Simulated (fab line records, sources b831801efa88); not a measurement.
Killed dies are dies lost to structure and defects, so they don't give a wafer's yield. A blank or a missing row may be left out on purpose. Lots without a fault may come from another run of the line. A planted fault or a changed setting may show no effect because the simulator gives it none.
Which tool did it? | flow sky130 | 12 lots, 36 wafers sampled, at 2 steps of a route of 708

WHAT THE GAUGES READ, wafer by wafer
SKY_GATE_OXIDE_TW_MEAS_14.
lot  | measured     | on            | GATE_OXIDE_TW
L075 | day 14 03:52 | film_metro-01 | 222.0 222.9 222.2
L077 | day 14 20:14 | film_metro-02 | 225.9 226.4 225.9
L079 | day 15 13:10 | film_metro-02 | 224.8 225.5 225.4
L081 | day 16 02:58 | film_metro-04 | 221.9 221.1 221.6
L083 | day 16 19:25 | film_metro-02 | 225.3 223.8 223.9
L085 | day 17 11:10 | film_metro-04 | 220.6 221.4 221.5
L087 | day 18 04:51 | film_metro-02 | 223.8 223.1 224.2
L089 | day 18 22:55 | film_metro-04 | 219.5 218.3 219.8
L091 | day 20 04:56 | film_metro-04 | 220.8 221.7 221.7
L093 | day 21 00:49 | film_metro-01 | 225.0 225.3 223.7
L094 | day 21 01:26 | film_metro-04 | 219.5 220.5 219.2
L097 | day 22 00:56 | film_metro-01 | 224.0 223.1 223.4

WHICH TOOL RAN EACH LOT (tool, then ch and the chambers of the sampled wafers, then the start)
lot  | SKY_FIELD_ISO_CMP_27
L075 | cmp-01 ch 1,3, day 2 16:10
L077 | cmp-01 ch 0,1,3, day 3 00:57
L079 | cmp-02 ch 1,2,3, day 3 13:27
L081 | cmp-01 ch 0,1,2, day 3 21:55
L083 | cmp-01 ch 1,3, day 4 07:40
L085 | cmp-02 ch 1,2, day 4 17:49
L087 | cmp-02 ch 1,3, day 5 04:48
L089 | cmp-02 ch 0,1,2, day 5 15:28
L091 | cmp-01 ch 0,1,3, day 6 05:52
L093 | cmp-02 ch 1,2, day 6 18:06
L094 | cmp-02 ch 0,1,2, day 6 23:46
L097 | cmp-01 ch 0,2,3, day 7 11:57
- SKY_FIELD_ISO_CMP_27: polishes, stops on Si3N4, t overpolish 16 s, target thk 457.8 nm.

THE ANSWER, worked out from the rows above alone
Rule: what is usual is taken from the lots themselves. Put in order of their means at a reading, lots are off if they are a third of the lots or fewer, leave a main group of 4 or more, and stand apart from it by a gap of 3 or more times the standard deviation of the main group's means; of several such gaps the widest counts. A main group whose means are all the same, to the digits that the tables above print for the reading, isn't used. A lot without any number at a reading at which 4 lots or more have one is off too. The other lots that the step has rows for count as sound.
No lot is off at any reading shown: from this, nothing can be told.

WHAT THE SIMULATOR HAD PUT IN
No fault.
